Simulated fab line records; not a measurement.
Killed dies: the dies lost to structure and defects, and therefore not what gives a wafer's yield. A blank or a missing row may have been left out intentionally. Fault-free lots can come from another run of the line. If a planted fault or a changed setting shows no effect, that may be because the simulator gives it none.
Matching of chambers :: flow sky130 :: SKY_VIA3_CMP_02 on cmp-02: 4 sister chambers
The step polishes SiO2. 4 wafers are shown with their chamber, then 8 later ones without.

WAFERS WITH THEIR CHAMBER
wafer: L748.1
chamber: 2
motor current A (A): 12.4

wafer: L748.3
chamber: 1
motor current A (A): 12.2

wafer: L748.4
chamber: 3
motor current A (A): 12.5

wafer: L749.3
chamber: 0
motor current A (A): 11.0

WAFERS MISSING THEIR CHAMBER
wafer: L749.4
motor current A (A): 12.0

wafer: L749.6
motor current A (A): 13.2

wafer: L751.1
motor current A (A): 11.9

wafer: L751.2
motor current A (A): 13.0

wafer: L751.3
motor current A (A): 10.4

wafer: L752.3
motor current A (A): 12.4

wafer: L752.5
motor current A (A): 13.6

wafer: L752.6
motor current A (A): 12.5

CHAMBER TAKEN BY EACH
wafer: L749.4
from the rows above: can't be placed: 1 or 2 or 3 or 0
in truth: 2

wafer: L749.6
from the rows above: can't be placed: 3 or 2 or 1
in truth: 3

wafer: L751.1
from the rows above: can't be placed: 1 or 2 or 3 or 0
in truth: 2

wafer: L751.2
from the rows above: can't be placed: 3 or 2 or 1
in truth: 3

wafer: L751.3
from the rows above: 0
in truth: 0

wafer: L752.3
from the rows above: can't be placed: 2 or 3 or 1
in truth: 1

wafer: L752.5
from the rows above: can't be placed: 3 or 2 or 1
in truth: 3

wafer: L752.6
from the rows above: can't be placed: 3 or 2 or 1
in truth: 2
Correct placement for 1 of the 8. Can't be placed from these rows: 7 (the true chamber is among the candidates in 7). 0 placed wrongly.
How it was worked out, from the rows above alone: a wafer's distance from a chamber is the root of the sum, over the readings, of the square of ((its reading less the chamber's mean) divided by the reading's scatter). The wafer belongs to the nearest chamber; if the next one is less than 2 further off, it can't be placed. Each chamber's mean is taken over the wafers shown for it. The scatter (one wafer shown for each chamber): square how far every hidden wafer sits from the nearest shown wafer, average those squares and take the square root.
